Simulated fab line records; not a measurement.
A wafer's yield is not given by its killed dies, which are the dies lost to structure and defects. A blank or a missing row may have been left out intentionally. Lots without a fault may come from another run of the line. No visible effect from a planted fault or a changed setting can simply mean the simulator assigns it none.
A single fault, viewed from 2 desks ; flow sky130 ; each desk has only its own numbers; what lay behind them comes last

== AT THE METROLOGY DESK ==
What the gauges read, lot by lot, whatever tool the lot ran on: means of the sampled wafers that have a number. Any lot whose mean is over 4 standard deviations away from the usual mean is out of limits and marked OUT; that distance is given in the brackets.
Columns: A = VIA3_W_RS at SKY_VIA3_RS_MEAS_22, usual 0.294 ohm/sq
lot;first seen here;A
L987;day 39 20:34;0.294
L988;day 39 23:47;0.298
L989;day 40 12:47;0.292
L991;day 41 21:19;0.293
L990;day 41 22:38;0.293
L103;day 44 12:09;0.298
L104;day 44 18:47;0.296
L106;day 45 07:23;0.293
L107;day 45 23:10;0.296
L108;day 46 00:31;0.293
L109;day 46 01:17;0.292
This desk found nothing out of limits on any of the 11 lots.

== THE TOOL OWNER'S DESK: plasma_asher-02 ==
The tool's own readings at SKY_METAL4_STRIP_19 (strips in O2/N2): means of the sampled wafers that have a number, for each lot that ran on this tool. Any lot whose mean is over 4 standard deviations away from the usual mean is out of limits and marked OUT; that distance is given in the brackets.
Columns: A = chamber_pressure_mTorr at SKY_METAL4_STRIP_19, usual 1500.0 mTorr; B = drypump_motor_current_A at SKY_METAL4_STRIP_19, usual 5.7 A; C = o2_flow_sccm at SKY_METAL4_STRIP_19, usual 3001 sccm; D = oes_product_au at SKY_METAL4_STRIP_19, usual 0.503 a.u.; E = strip_time_to_endpoint_s at SKY_METAL4_STRIP_19, usual 6.56 s
lot;first seen here;A;B;C;D;E
L990;day 43 21:52;1500.5;5.2;3001;0.502;6.51
L108;day 47 18:34;1500.6;5.1;3004;0.508;6.67
This desk found nothing out of limits on any of the 2 lots.

== TAKEN TOGETHER ==
Metrology desk: nothing out of limits seen.
The desk of the tool owner found nothing out of limits.

== WHAT THE SIMULATOR HAD INSERTED ==
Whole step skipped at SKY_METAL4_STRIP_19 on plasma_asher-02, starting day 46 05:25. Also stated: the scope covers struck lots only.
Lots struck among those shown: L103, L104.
